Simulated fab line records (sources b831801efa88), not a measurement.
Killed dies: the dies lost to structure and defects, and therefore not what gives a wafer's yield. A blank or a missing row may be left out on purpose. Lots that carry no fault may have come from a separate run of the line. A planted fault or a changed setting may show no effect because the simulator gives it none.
fab line records    flow gf180mcu
[record] lots = 14  wafers = 42  last_day = 34
route steps=602 shown M3@425 V3@433 V5@552 TOP_METAL@582
lots that met no fault: taken from a fault-free run of the same line
start_h: the number of hours between the record's first day and the start of the first shown wafer of the lot    wait_h: how many hours have passed since the lot's step before this one    " the same as in the row above    L1.1+2: a single row standing in for several wafers    - either no value or no given start    * or withheld: withheld    < > ~ a bound
route shown NAME@n: a module of which the file shows steps, and the number in the route of the first    usual: mean/standard deviation taken from wafers without a fault    same: alike in all rows    chamber/n: place in a boat    sites: per-site readings    _std_site: their standard deviation    _edge_site: mean of outer sites minus mean of inner sites    radius_mm: for every site, how far away it sits from the centre of the wafer    mask NAME#n: copy n    behind: the last tool/chamber to shape the wafer    hold: the reason the lot was held/the length of the hold in hours/how it ended    device: transistor that didn't switch, given as n, p or np    end of line: at the end of the route, the tests of the same wafers    where a step has no rows: the recipe by itself    killed: the dies lost at the first sort to structure and to defects; this is not the yield of the wafer    map: a wafer's dies, x killed, . not, _ none there
set.NAME: the setting as run; set.NAME@STEP: as run at that earlier step    model.NAME: the simulator's own value behind a step, which no gauge read
steps of the route over a sample of lots; a table a step, a row a wafer
services: a tool's chamber out of use, with start hour (start_h, from the record's first day; less than 0 if before it), hours out, and reason
[[steps]]
[step GF_M3_METAL_ETCH_16]
[recipe] chemistry = Cl2/BCl3  mask_material = KrF  target_depth_nm = 627.5  stop_on = SiO2  pressure_mtorr = 8  icp_w = 800  bias_w = 140  Cl2_flow_sccm = 80  bcl3_flow_sccm = 40  time_s = 104.6
[usual] bias_w = 140.0/0.43  drypump_motor_current_A = 5.7/0.53  oes_product_au = 0.974/0.0069  throttle_valve_pct = 28.247/0.01
lot.wafer  tool          chamber  start_h  wait_h  bias_w  drypump_motor_current_A  oes_product_au  rf_hours_counter_h  throttle_valve_pct
L116.1     rie_metal-01  1        486.49   0.0     140.6   6.4                      0.975           10                  28.247
L116.5     "             0        "        "       139.5   6.1                      0.967           -                   28.245
L116.6     "             1        "        "       140.0   6.4                      0.971           -                   28.260
L119.3     rie_metal-01  0        509.63   0.1     138.8   6.1                      0.968           -                   28.241
L119.4     "             1        "        "       140.1   6.4                      0.962           -                   28.240
L119.6     "             1        "        "       140.5   6.4                      0.963           -                   28.252
L120.2     rie_metal-01  1        520.46   0.0     139.6   6.4                      0.971           10                  28.257
L120.3     "             1        "        "       139.3   6.4                      0.980           -                   28.244
L120.5     "             0        "        "       140.4   6.1                      0.974           -                   28.252
L121.3     rie_metal-03  1        537.43   0.1     139.9   5.8                      0.956           -                   28.248
L121.4     "             0        "        "       139.5   5.8                      0.964           -                   28.267
L121.6     "             0        "        "       140.3   5.8                      0.972           -                   28.260
L122.4     rie_metal-01  0        544.20   0.0     139.7   6.1                      0.981           -                   28.241
L122.5     "             0        "        "       140.2   6.1                      0.968           -                   28.252
L122.6     "             1        "        "       141.1   6.4                      0.977           -                   28.251
L123.2     rie_metal-02  0        554.39   0.0     140.4   5.0                      0.979           6                   28.227
L123.4     "             0        "        "       140.1   5.0                      0.975           -                   28.253
L123.5     "             0        "        "       140.4   5.1                      0.982           -                   28.244
L130.2     rie_metal-01  0        612.23   0.1     139.8   6.1                      0.975           -                   28.250
L130.3     "             0        "        "       139.8   6.1                      0.981           -                   28.241
L130.5     "             0        "        "       139.9   6.1                      0.976           -                   28.243
L131.1     rie_metal-02  0        622.21   0.0     139.6   5.1                      0.972           8                   28.256
L131.2     "             1        "        "       139.8   5.0                      0.980           7                   28.241
L131.3     "             1        "        "       140.1   5.0                      0.979           -                   28.260
L132.1     rie_metal-03  0        624.79   0.0     140.1   5.8                      0.967           12                  28.247
L132.4     "             1        "        "       139.5   5.8                      0.973           -                   28.247
L132.6     "             1        "        "       139.7   5.8                      0.980           -                   28.252
L133.3     rie_metal-01  1        635.18   0.1     139.2   6.4                      0.978           -                   28.240
L133.4     "             1        "        "       139.3   6.4                      0.969           -                   28.251
L133.6     "             1        "        "       139.7   6.4                      0.975           -                   28.243
L134.1     rie_metal-02  1        639.49   0.0     139.8   5.0                      0.967           7                   28.244
L134.4     "             1        "        "       139.9   5.0                      0.966           -                   28.243
L134.6     "             0        "        "       140.0   5.0                      0.980           -                   28.225
L135.3     rie_metal-02  0        641.64   0.1     139.4   5.0                      0.976           -                   28.240
L135.4     "             1        "        "       140.1   5.0                      0.969           -                   28.251
L135.6     "             0        "        "       140.0   5.0                      0.973           -                   28.246
L136.1     rie_metal-01  1        647.99   0.0     139.6   6.4                      0.993           1                   28.233
L136.2     "             1        "        "       139.7   6.4                      0.984           -                   28.237
L136.4     "             1        "        "       139.4   6.4                      0.976           -                   28.238
L138.3     rie_metal-03  1        661.18   0.1     140.8   5.8                      0.969           -                   28.267
L138.4     "             1        "        "       140.0   5.8                      0.964           -                   28.252
L138.6     "             1        "        "       141.2   5.8                      0.972           -                   28.249
[step GF_V3_CMP_04]
[recipe] material = SiO2  down_force_psi = 4  platen_rpm = 60  pad_velocity_m_s = 0.94248
[usual] motor_current_A = 11.9/1.4  time_to_endpoint_s = 83/5.2
lot.wafer  tool    chamber  start_h  wait_h  motor_current_A  time_to_endpoint_s
L116.1     cmp-01  2        487.55   0.2     13.1             81
L116.5     "       3        "        "       12.0             84
L116.6     "       0        "        "       12.5             81
L119.4     cmp-01  3        510.60   0.1     11.9             88
L119.3     "       0        "        "       12.2             84
L119.6     "       1        "        "       12.1             85
L120.2     cmp-01  1        521.37   0.0     11.7             78
L120.3     "       3        "        "       11.1             77
L120.5     "       2        "        "       12.9             82
L121.4     cmp-01  1        538.30   0.0     12.3             92
L121.3     "       0        "        "       12.1             84
L121.6     "       1        "        "       12.6             87
L122.4     cmp-01  3        545.22   0.2     11.4             91
L122.5     "       0        "        "       12.7             92
L122.6     "       1        "        "       11.6             85
L123.4     cmp-02  0        555.34   0.0     14.2             90
L123.2     "       3        "        "       9.8              79
L123.5     "       0        "        "       14.9             87
L130.3     cmp-02  3        613.39   0.1     10.2             78
L130.2     "       0        "        "       15.3             88
L130.5     "       2        "        "       10.1             79
L131.2     cmp-02  2        623.19   0.0     10.9             83
L131.3     "       3        "        "       9.5              92
L131.1     "       0        "        "       14.7             79
L132.1     cmp-01  3        625.71   0.1     12.1             74
L132.4     "       1        "        "       12.7             75
L132.6     "       0        "        "       12.3             89
L133.4     cmp-01  2        636.16   0.0     13.1             86
L133.3     "       0        "        "       12.1             88
L133.6     "       3        "        "       11.4             91
L134.4     cmp-02  3        640.45   0.1     10.0             85
L134.1     "       0        "        "       14.7             90
L134.6     "       2        "        "       10.5             88
L135.3     cmp-01  0        642.60   0.1     11.5             91
L135.4     "       1        "        "       12.3             84
L135.6     "       3        "        "       11.5             86
L136.1     cmp-02  2        649.10   0.1     10.3             77
L136.2     "       3        "        "       10.3             82
L136.4     "       0        "        "       15.0             85
L138.3     cmp-02  0        662.13   0.0     15.3             81
L138.4     "       1        "        "       11.5             71
L138.6     "       1        "        "       11.5             75
[step GF_V5_PEB_12]
[recipe] peb_temp_c = 135  peb_time_s = 90  resist = KrF
[usual] chill_plate_temp_C = 22.99/0.11  exhaust_pa = 45.0/0.84
lot.wafer  tool            chamber  start_h  wait_h  chill_plate_temp_C  exhaust_pa
L116.1     litho_track-02  0        626.59   -       23.08               45.5
L116.5     "               0        "        "       22.96               45.7
L116.6     "               0        "        "       22.87               46.1
L119.3     litho_track-04  0        645.67   -       23.15               45.8
L119.4     "               0        "        "       23.10               46.3
L119.6     "               0        "        "       23.07               45.5
L120.2     litho_track-01  0        655.98   -       22.73               44.0
L120.3     "               0        "        "       22.72               44.5
L120.5     "               0        "        "       22.83               45.3
L121.3     litho_track-04  0        671.67   -       22.94               44.6
L121.4     "               0        "        "       23.10               43.1
L121.6     "               0        "        "       23.09               43.6
L122.4     litho_track-02  -        678.09   -       -                   -
L122.5     "               -        "        "       -                   -
L122.6     "               -        "        "       -                   -
L123.2     litho_track-04  -        683.53   -       -                   -
L123.4     "               -        "        "       -                   -
L123.5     "               -        "        "       -                   -
L130.2     litho_track-04  0        733.18   -       23.10               44.5
L130.3     "               0        "        "       23.11               44.8
L130.5     "               0        "        "       22.90               45.0
L131.1     litho_track-04  0        742.05   -       23.12               44.7
L131.2     "               0        "        "       22.98               44.1
L131.3     "               0        "        "       23.14               43.5
L132.1     litho_track-01  0        744.10   -       23.05               45.4
L132.4     "               0        "        "       23.00               45.0
L132.6     "               0        "        "       22.97               46.0
L133.3     litho_track-04  0        752.52   -       22.79               45.1
L133.4     "               0        "        "       22.76               45.2
L133.6     "               0        "        "       22.89               45.6
L134.1     litho_track-01  0        756.45   -       23.07               45.7
L134.4     "               0        "        "       23.01               45.2
L134.6     "               0        "        "       23.12               46.3
L135.3     litho_track-02  0        758.05   -       23.09               46.1
L135.4     "               0        "        "       22.90               43.5
L135.6     "               0        "        "       23.05               45.8
L136.1     litho_track-01  0        763.65   -       22.89               45.5
L136.2     "               0        "        "       23.03               45.4
L136.4     "               0        "        "       23.02               45.3
L138.3     litho_track-01  0        774.72   -       23.11               45.6
L138.4     "               0        "        "       22.96               46.0
L138.6     "               0        "        "       22.95               44.8
[step GF_TOP_METAL_OVL_MEAS_15]
[usual] TOP_METAL_OVL = -0.7/1.3
lot.wafer  tool        chamber  start_h  wait_h  TOP_METAL_OVL[nm]
L116.1     overlay-02  -        648.71   0.1     -0.9
L116.5     "           -        "        "       0.8
L116.6     "           -        "        "       -1.6
L119.3     overlay-02  -        667.67   0.1     1.0
L119.4     "           -        "        "       0.2
L119.6     "           -        "        "       0.7
L120.2     overlay-01  -        678.11   0.1     -1.9
L120.3     "           -        "        "       -2.3
L120.5     "           -        "        "       -1.0
L121.3     overlay-01  -        692.83   0.1     -3.0
L121.4     "           -        "        "       -1.3
L121.6     "           -        "        "       -2.4
L130.2     overlay-01  -        752.28   0.1     -3.4
L130.3     "           -        "        "       -3.1
L130.5     "           -        "        "       -1.7
L131.1     overlay-01  -        760.97   0.1     -1.4
L131.2     "           -        "        "       -0.1
L131.3     "           -        "        "       -1.9
L132.1     overlay-02  -        763.00   0.1     0.3
L132.4     "           -        "        "       -1.3
L132.6     "           -        "        "       -0.4
L133.3     overlay-02  -        771.13   0.1     -1.5
L133.4     "           -        "        "       -1.1
L133.6     "           -        "        "       -0.7
L134.1     overlay-02  -        774.77   0.1     -3.7
L134.4     "           -        "        "       -2.7
L134.6     "           -        "        "       -2.7
L135.3     overlay-01  -        776.42   0.1     -1.6
L135.4     "           -        "        "       0.6
L135.6     "           -        "        "       -2.3
L136.1     overlay-02  -        782.00   0.1     0.6
L136.2     "           -        "        "       -0.5
L136.4     "           -        "        "       0.1
L138.3     overlay-02  -        792.32   0.1     -1.1
L138.4     "           -        "        "       -1.2
L138.6     "           -        "        "       -0.4
[[services]]
tool          chamber  start_h  hours  kind
rie_metal-01  1        466.26   2.3    repair
rie_metal-02  1        478.15   17.9   repair
rie_metal-01  -        497.11   8.3    repair
cmp-02        -        543.25   2.3    repair
cmp-01        -        552.71   1.8    repair
rie_metal-03  -        565.56   0.1    repair
cmp-02        -        572.19   4.0    pm
cmp-02        -        588.27   0.6    repair
cmp-02        -        603.78   0.2    repair
rie_metal-01  -        605.44   5.8    repair
rie_metal-02  0        606.87   5.2    repair
cmp-01        -        611.37   12.7   repair
cmp-01        -        647.21   3.6    pm
rie_metal-03  0        659.05   3.8    repair
cmp-02        -        664.52   7.1    pm
rie_metal-02  0        675.03   7.7    repair
rie_metal-03  -        720.32   2.8    pm
cmp-02        -        729.98   6.0    pm
rie_metal-02  -        740.18   1.0    repair
cmp-01        -        741.79   4.5    repair
cmp-01        -        746.31   4.0    pm
cmp-02        -        748.20   1.5    repair
cmp-01        -        750.31   -      consumable_replace:conditioner
cmp-01        -        758.46   5.5    pm
[[key]]
[first_sign] step = GF_V5_PEB_12  reading = tool_record  direction = missing
effect none on later readings
met_at GF_V5_PEB_12
struck_lots L122,L123
later_rows_left_out L122.4,L122.5,L122.6,L123.2,L123.4,L123.5
sort_left_out L122.4,L122.5,L122.6,L123.2,L123.4,L123.5
not_acting_at GF_M3_METAL_ETCH_16,GF_V3_CMP_04,GF_TOP_METAL_OVL_MEAS_15
onset_between 671.67 678.09
[fault] kind = skipped_step_whole  tool = litho_track-02,litho_track-04  chamber = -  onset_h = 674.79  steps = GF_V5_PEB_12  scope = struck_lots_only
// sort_left_out: the simulated sort isn't trusted on such a fault, so these wafers' sort isn't shown, and their yield isn't known
// later_rows_left_out: the simulator's readings of these wafers behind a module that went badly wrong aren't trusted and aren't shown, but for the sort
